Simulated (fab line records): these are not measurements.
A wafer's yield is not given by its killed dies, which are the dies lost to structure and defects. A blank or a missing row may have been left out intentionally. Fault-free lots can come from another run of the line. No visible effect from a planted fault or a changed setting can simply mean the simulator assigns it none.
The tool behind it: which one?	flow sky130	Sampling: 24 lots, 72 wafers, 6 of 708 route steps

## WHAT THE GAUGES SHOWED, per wafer
SKY_LOCAL_INTERCONNECT_THK_MEAS_02: measures by xrf. Usual: for LOCAL_INTERCONNECT_TIN_THK the level is 99.9 nm and the standard deviation is 1.1.
lot	measured	on	LOCAL_INTERCONNECT_TIN_THK (nm)	flag
L074	day 26 22:29	filmMetro-04	99.3 99.3 99.9	
L075	day 26 23:04	filmMetro-03	99.9 101.3 101.7	
L076	day 26 23:26	filmMetro-04	99.9 99.8 99.9	
L077	day 27 01:18	filmMetro-04	100.8 100.7 100.6	
L078	day 27 16:46	filmMetro-02	101.3 100.0 101.3	
L080	day 28 01:58	filmMetro-02	99.4 101.1 100.8	
L079	day 28 04:26	filmMetro-02	98.1 99.9 99.8	
L081	day 28 16:46	filmMetro-04	100.3 101.4 100.7	
L082	day 29 01:55	filmMetro-03	99.2 97.5 97.4	
L084	day 29 04:26	filmMetro-02	100.9 100.9 100.6	
L083	day 29 05:15	filmMetro-02	100.7 101.1 100.6	
L085	day 29 14:20	filmMetro-03	101.5 99.8 101.3	
L086	day 29 21:36	filmMetro-02	100.2 99.6 99.5	
L087	day 30 05:20	filmMetro-03	99.6 100.3 99.2	
L088	day 30 07:54	filmMetro-02	99.4 99.6 100.2	
L089	day 30 20:05	filmMetro-02	100.1 100.5 99.7	
L090	day 31 09:43	filmMetro-03	99.2 99.8 100.8	
L091	day 31 16:05	filmMetro-04	99.3 99.1 98.7	
L094	day 39 13:23	filmMetro-03	98.2 97.0 98.5	
L092	day 39 17:34	filmMetro-03	99.3 98.9 97.7	
L093	day 39 19:19	filmMetro-04	99.5 100.5 100.1	
L095	day 39 19:57	filmMetro-04	98.5 99.5 99.6	
L096	day 39 20:58	filmMetro-04	100.8 99.7 100.5	
L097	day 39 22:59	filmMetro-03	99.6 99.6 99.5	

SKY_CAP2M_THK_MEAS_01. Usual: for CAP2M_CVD_00_THK the level is 15.42 nm and the standard deviation is 0.24.
lot	measured	on	CAP2M_CVD_00_THK (nm)	flag
L074	day 37 19:57	filmMetro-04	15.30 15.47 15.54	
L075	day 37 20:56	filmMetro-03	15.32 15.14 15.69	
L076	day 37 22:08	filmMetro-04	15.54 15.42 15.56	
L077	day 37 23:50	filmMetro-04	15.37 15.05 15.72	
L078	day 38 10:50	filmMetro-02	15.37 15.70 15.48	
L080	day 38 20:21	filmMetro-03	15.21 14.76 15.08	
L079	day 38 22:28	filmMetro-03	15.33 15.20 15.45	
L081	day 39 11:55	filmMetro-02	15.56 15.79 15.61	
L082	day 39 20:42	filmMetro-03	14.80 15.07 15.02	
L084	day 39 21:02	filmMetro-03	15.37 15.59 15.57	
L083	day 39 22:53	filmMetro-04	15.23 15.34 15.53	
L085	day 40 05:30	filmMetro-04	15.72 15.41 15.68	
L086	day 40 13:50	filmMetro-03	15.39 15.65 15.54	
L087	day 40 21:59	filmMetro-04	15.60 15.15 15.57	
L088	day 41 01:03	filmMetro-02	15.50 15.44 15.70	
L089	day 41 08:02	filmMetro-02	15.65 15.39 15.53	
L090	day 41 20:35	filmMetro-02	15.28 15.74 15.42	
L091	day 42 03:43	filmMetro-02	14.86 15.42 15.25	
L094	day 48 04:32	filmMetro-02	15.06 15.58 15.72	
L092	day 48 07:32	filmMetro-03	15.22 15.63 15.36	
L093	day 48 08:08	filmMetro-02	15.35 15.59 15.63	
L095	day 48 09:22	filmMetro-03	15.42 15.19 15.44	
L096	day 48 09:46	filmMetro-04	15.32 15.54 15.65	
L097	day 48 10:51	filmMetro-03	15.62 15.10 15.72	

## TOOL THAT RAN EACH LOT (tool first, then ch and the chambers of the sampled wafers, then the start)
lot	SKY_CONTACT_STRIP_19	SKY_METAL2_STRIP_20	SKY_METAL3_METAL_ETCH_18	SKY_VIA3_ETCH_14
L074	plasmaAsher-02 ch 0,1, day 29 08:55	plasmaAsher-01 ch 0,1, day 33 02:56	rieMetal-04 ch 0,1, day 36 13:59	rieDiel-03 ch 0,1,2, day 37 18:22
L075	plasmaAsher-02 ch 0, day 29 10:51	plasmaAsher-01 ch 0,1, day 33 03:36	rieMetal-02 ch 0,1, day 36 15:20	rieDiel-02 ch 0,1, day 37 19:22
L076	plasmaAsher-04 ch 0,1, day 29 11:37	plasmaAsher-04 ch 0,1, day 33 05:25	rieMetal-04 ch 0,1, day 36 16:35	rieDiel-01 ch 1,2, day 37 20:31
L077	plasmaAsher-02 ch 0,1, day 29 13:10	plasmaAsher-02 ch 0,1, day 33 06:51	rieMetal-01 ch 0,1, day 36 17:50	rieDiel-01 ch 0,1,2, day 37 22:17
L078	plasmaAsher-03 ch 0, day 30 03:11	plasmaAsher-02 ch 0,1, day 33 18:21	rieMetal-01 ch 0, day 37 05:11	rieDiel-02 ch 2,3, day 38 09:17
L080	plasmaAsher-04 ch 0,1, day 30 12:41	plasmaAsher-01 ch 0,1, day 34 03:42	rieMetal-04 ch 0,1, day 37 15:13	rieDiel-02 ch 1,3, day 38 18:49
L079	plasmaAsher-04 ch 0,1, day 30 14:41	plasmaAsher-04 ch 0,1, day 34 06:09	rieMetal-01 ch 0,1, day 37 17:13	rieDiel-03 ch 0,2,3, day 38 20:52
L081	plasmaAsher-04 ch 0,1, day 31 04:20	plasmaAsher-01 ch 0,1, day 34 18:33	rieMetal-01 ch 1, day 38 06:27	rieDiel-02 ch 0,1,2, day 39 10:22
L082	plasmaAsher-03 ch 0,1, day 31 14:32	plasmaAsher-02 ch 0,1, day 35 03:24	rieMetal-04 ch 0,1, day 38 15:23	rieDiel-03 ch 0,1,3, day 39 19:07
L084	plasmaAsher-03 ch 0,1, day 31 16:38	plasmaAsher-02 ch 0,1, day 35 05:56	rieMetal-04 ch 0,1, day 38 16:25	rieDiel-01 ch 2,3, day 39 19:28
L083	plasmaAsher-02 ch 0,1, day 31 17:17	plasmaAsher-02 ch 0,1, day 35 07:51	rieMetal-02 ch 0,1, day 38 18:09	rieDiel-01 ch 0,1,3, day 39 21:19
L085	plasmaAsher-03 ch 0,1, day 32 01:32	plasmaAsher-04 ch 0,1, day 35 13:51	rieMetal-04 ch 0,1, day 38 23:58	rieDiel-02 ch 0,1,2, day 40 03:28
L086	plasmaAsher-02 ch 0,1, day 32 10:02	plasmaAsher-01 ch 0,1, day 35 22:56	rieMetal-04 ch 1, day 39 09:29	rieDiel-03 ch 0,2,3, day 40 11:52
L087	plasmaAsher-03 ch 0,1, day 32 17:20	plasmaAsher-04 ch 0,1, day 36 07:00	rieMetal-04 ch 0,1, day 39 17:47	rieDiel-02 ch 1,2,3, day 40 20:23
L088	plasmaAsher-03 ch 0,1, day 32 19:23	plasmaAsher-01 ch 0,1, day 36 08:41	rieMetal-01 ch 0, day 39 20:37	rieDiel-02 ch 0,2, day 40 23:22
L089	plasmaAsher-03 ch 0,1, day 33 04:56	plasmaAsher-04 ch 0,1, day 36 17:38	rieMetal-04 ch 0,1, day 40 03:58	rieDiel-03 ch 0,1, day 41 06:08
L090	plasmaAsher-03 ch 0,1, day 33 17:38	plasmaAsher-01 ch 0,1, day 37 04:53	rieMetal-01 ch 0,1, day 40 15:50	rieDiel-03 ch 0,1,3, day 41 19:01
L091	plasmaAsher-02 ch 0,1, day 33 23:30	plasmaAsher-04 ch 0,1, day 37 13:09	rieMetal-02 ch 0, day 40 23:23	rieDiel-02 ch 0,3, day 42 02:10
L094	plasmaAsher-02 ch 0,1, day 41 17:06	plasmaAsher-01 ch 0,1, day 44 18:59	rieMetal-02 ch 0,1, day 47 07:41	rieDiel-02 ch 0,2,3, day 48 02:58
L092	plasmaAsher-02 ch 0,1, day 41 21:11	plasmaAsher-04 ch 0,1, day 44 22:11	rieMetal-04 ch 1, day 47 10:28	rieDiel-02 ch 0,2, day 48 05:40
L093	plasmaAsher-03 ch 0, day 41 23:53	plasmaAsher-02 ch 0,1, day 44 23:41	rieMetal-01 ch 1, day 47 10:56	rieDiel-01 ch 1,2, day 48 06:01
L095	plasmaAsher-02 ch 0,1, day 42 01:00	plasmaAsher-01 ch 0,1, day 45 01:08	rieMetal-01 ch 1, day 47 12:33	rieDiel-03 ch 0,1, day 48 07:40
L096	plasmaAsher-03 ch 0,1, day 42 01:21	plasmaAsher-02 ch 0,1, day 45 02:09	rieMetal-04 ch 1, day 47 13:11	rieDiel-01 ch 0,1,2, day 48 08:11
L097	plasmaAsher-03 ch 0,1, day 42 03:09	plasmaAsher-04 ch 0,1, day 45 02:51	rieMetal-02 ch 0,1, day 47 14:28	rieDiel-02 ch 0,1,3, day 48 09:07
- SKY_CONTACT_STRIP_19: strips in O2/N2.
- SKY_METAL2_STRIP_20: strips in O2/N2.
- SKY_METAL3_METAL_ETCH_18: etches the open film in Cl2/BCl3, stops on SiO2, target depth 845 nm, time 183.1 s.
- SKY_VIA3_ETCH_14: etches BARC in N2/H2, stops on SiO2, time 45.9 s, target depth 60 nm.

## WHAT THE TOOLS THEMSELVES READ (means of the sampled wafers that have a number; where no wafer has one, the mark that the record gives instead)
SKY_CONTACT_STRIP_19. Usual: chamberPressureMTorr 1499.8 mTorr, standard deviation 1.4; drypumpMotorCurrentA 5.94 A, standard deviation 0.16; oesProductAu 0.382 a.u., standard deviation 0.0042; stripTimeToEndpointS 3.63 s, standard deviation 0.032.
lot	tool	chamberPressureMTorr (mTorr)	drypumpMotorCurrentA (A)	oesProductAu (a.u.)	stripTimeToEndpointS (s)	flag
L074	plasmaAsher-02	1499.4	5.96	0.380	3.62	
L075	plasmaAsher-02	1499.5	5.97	0.381	3.61	
L076	plasmaAsher-04	1498.9	5.78	0.383	3.63	
L077	plasmaAsher-02	1501.0	5.97	0.383	3.66	
L078	plasmaAsher-03	1500.0	5.85	0.385	3.63	
L080	plasmaAsher-04	1499.5	5.67	0.380	3.63	
L079	plasmaAsher-04	1499.3	5.66	0.382	3.64	
L081	plasmaAsher-04	1499.6	5.66	0.380	3.67	
L082	plasmaAsher-03	1499.4	5.93	0.380	3.65	
L084	plasmaAsher-03	1499.5	5.93	0.382	3.69	
L083	plasmaAsher-02	1500.2	5.95	0.386	3.63	
L085	plasmaAsher-03	1499.7	5.93	0.380	3.65	
L086	plasmaAsher-02	1500.3	5.97	0.380	3.65	
L087	plasmaAsher-03	1499.6	5.93	0.380	3.64	
L088	plasmaAsher-03	1500.8	5.95	0.378	3.62	
L089	plasmaAsher-03	1500.8	6.06	0.379	3.63	
L090	plasmaAsher-03	1499.0	6.05	0.381	3.68	
L091	plasmaAsher-02	1497.2	5.97	0.384	3.59	
L094	plasmaAsher-02	1499.9	5.95	0.385	3.64	
L092	plasmaAsher-02	1498.3	5.96	0.381	3.60	
L093	plasmaAsher-03	1500.1	5.83	0.378	3.62	
L095	plasmaAsher-02	1499.6	5.96	0.382	3.62	
L096	plasmaAsher-03	1499.4	6.05	0.382	3.60	
L097	plasmaAsher-03	1500.9	6.06	0.384	3.65	

SKY_METAL2_STRIP_20. Usual: chamberPressureMTorr 1500.1 mTorr, standard deviation 1.2; drypumpMotorCurrentA 5.77 A, standard deviation 0.29; oesProductAu 0.343 a.u., standard deviation 0.0053; stripTimeToEndpointS 2.72 s, standard deviation 0.054.
lot	tool	chamberPressureMTorr (mTorr)	drypumpMotorCurrentA (A)	oesProductAu (a.u.)	stripTimeToEndpointS (s)	flag
L074	plasmaAsher-01	1500.9	5.73	0.345	2.72	
L075	plasmaAsher-01	1500.0	5.50	0.343	2.76	
L076	plasmaAsher-04	1499.5	5.75	0.342	2.63	
L077	plasmaAsher-02	1499.7	5.97	0.343	2.72	
L078	plasmaAsher-02	1499.3	5.96	0.339	2.74	
L080	plasmaAsher-01	1499.8	5.78	0.346	2.72	
L079	plasmaAsher-04	1500.9	5.77	0.347	2.79	
L081	plasmaAsher-01	1500.4	5.54	0.341	2.74	
L082	plasmaAsher-02	1500.0	5.96	0.343	2.73	
L084	plasmaAsher-02	1500.8	5.98	0.344	2.72	
L083	plasmaAsher-02	1500.6	5.97	0.343	2.80	
L085	plasmaAsher-04	1499.9	5.68	0.344	2.72	
L086	plasmaAsher-01	1500.3	5.53	0.340	2.69	
L087	plasmaAsher-04	1499.8	5.68	0.345	2.75	
L088	plasmaAsher-01	1500.7	5.79	0.338	2.71	
L089	plasmaAsher-04	1499.8	5.77	0.345	2.77	
L090	plasmaAsher-01	1500.2	5.52	0.345	2.74	
L091	plasmaAsher-04	1498.8	5.67	0.338	2.65	
L094	plasmaAsher-01	1500.8	5.77	0.342	2.75	
L092	plasmaAsher-04	1500.4	5.67	0.342	2.66	
L093	plasmaAsher-02	1500.9	5.98	0.346	2.73	
L095	plasmaAsher-01	1500.2	5.53	0.345	2.73	
L096	plasmaAsher-02	1501.3	5.95	0.344	2.66	
L097	plasmaAsher-04	1500.4	5.77	0.350	2.73	

SKY_METAL3_METAL_ETCH_18. Usual: chamberPressureMTorr 10.001 mTorr, standard deviation 0.0098; drypumpMotorCurrentA 5.9 A, standard deviation 0.44; oesProductAu 0.864 a.u., standard deviation 0.0057; throttleValvePct 22.264 %, standard deviation 0.0081.
lot	tool	chamberPressureMTorr (mTorr)	drypumpMotorCurrentA (A)	oesProductAu (a.u.)	throttleValvePct (%)	flag
L074	rieMetal-04	10.007	5.9	0.868	22.263	
L075	rieMetal-02	10.004	6.2	0.857	22.265	
L076	rieMetal-04	10.005	5.9	0.861	22.255	
L077	rieMetal-01	9.991	5.4	0.863	22.268	
L078	rieMetal-01	10.008	5.7	0.865	22.265	
L080	rieMetal-04	10.002	5.9	0.867	22.262	
L079	rieMetal-01	9.998	5.4	0.870	22.260	
L081	rieMetal-01	9.999	5.3	0.865	22.260	
L082	rieMetal-04	9.991	6.2	0.862	22.268	
L084	rieMetal-04	9.993	6.2	0.854	22.268	
L083	rieMetal-02	10.004	6.4	0.862	22.265	
L085	rieMetal-04	10.007	5.9	0.863	22.255	
L086	rieMetal-04	9.992	5.7	0.866	22.265	
L087	rieMetal-04	9.996	5.9	0.866	22.266	
L088	rieMetal-01	10.005	5.7	0.861	22.269	
L089	rieMetal-04	10.006	5.9	0.870	22.262	
L090	rieMetal-01	10.005	5.6	0.860	22.265	
L091	rieMetal-02	9.998	6.5	0.864	22.265	
L094	rieMetal-02	10.000	6.3	0.860	22.264	
L092	rieMetal-04	10.001	5.7	0.867	22.270	
L093	rieMetal-01	10.000	5.3	0.870	22.261	
L095	rieMetal-01	9.999	5.3	0.864	22.261	
L096	rieMetal-04	10.004	5.6	0.859	22.265	
L097	rieMetal-02	10.000	6.4	0.862	22.260	

SKY_VIA3_ETCH_14. Usual: chamberPressureMTorr 29.996 mTorr, standard deviation 0.028; drypumpMotorCurrentA 5.8 A, standard deviation 0.77; oesProductAu 0.855 a.u., standard deviation 0.005; throttleValvePct 13.224 %, standard deviation 0.0084.
lot	tool	chamberPressureMTorr (mTorr)	drypumpMotorCurrentA (A)	oesProductAu (a.u.)	throttleValvePct (%)	flag
L074	rieDiel-03	30.009	5.0	0.859	13.223	
L075	rieDiel-02	29.982	5.7	0.855	13.218	
L076	rieDiel-01	30.011	6.3	0.856	13.225	
L077	rieDiel-01	29.998	6.0	0.852	13.218	
L078	rieDiel-02	29.973	6.6	0.855	13.225	
L080	rieDiel-02	29.993	5.7	0.855	13.238	
L079	rieDiel-03	29.994	5.2	0.854	13.226	
L081	rieDiel-02	30.013	6.1	0.855	13.221	
L082	rieDiel-03	30.008	5.4	0.855	13.222	
L084	rieDiel-01	30.001	5.9	0.856	13.223	
L083	rieDiel-01	29.995	5.4	0.857	13.218	
L085	rieDiel-02	29.991	6.1	0.853	13.224	
L086	rieDiel-03	30.005	5.2	0.854	13.225	
L087	rieDiel-02	30.026	6.1	0.857	13.223	
L088	rieDiel-02	30.005	6.6	0.861	13.226	
L089	rieDiel-03	30.016	5.2	0.860	13.222	
L090	rieDiel-03	29.990	5.4	0.858	13.235	
L091	rieDiel-02	30.008	6.7	0.855	13.222	
L094	rieDiel-02	29.995	6.7	0.854	13.229	
L092	rieDiel-02	29.982	6.6	0.854	13.224	
L093	rieDiel-01	29.987	6.4	0.854	13.230	
L095	rieDiel-03	30.004	5.0	0.858	13.218	
L096	rieDiel-01	29.985	6.0	0.862	13.221	
L097	rieDiel-02	29.978	6.2	0.855	13.232	

## THE ANSWER, worked out from the rows above alone
Rule: take the mean of a lot's wafers that have a number; if it is more than 3 standard deviations from the usual mean, the lot is off. Also off: a lot with no number at a reading for which 4 or more lots have one. Any other lot the step has rows for is counted as sound. First the gauges in route order, then the tools' own readings, where a lot's mean is used as printed above. The first step at which some lot is off is used, and at that step the reading that is off furthest; a lot without a number counts as furthest.
No lot is off on any of the readings shown, so nothing can be concluded from this.

## WHAT HAD BEEN PUT IN BY THE SIMULATOR
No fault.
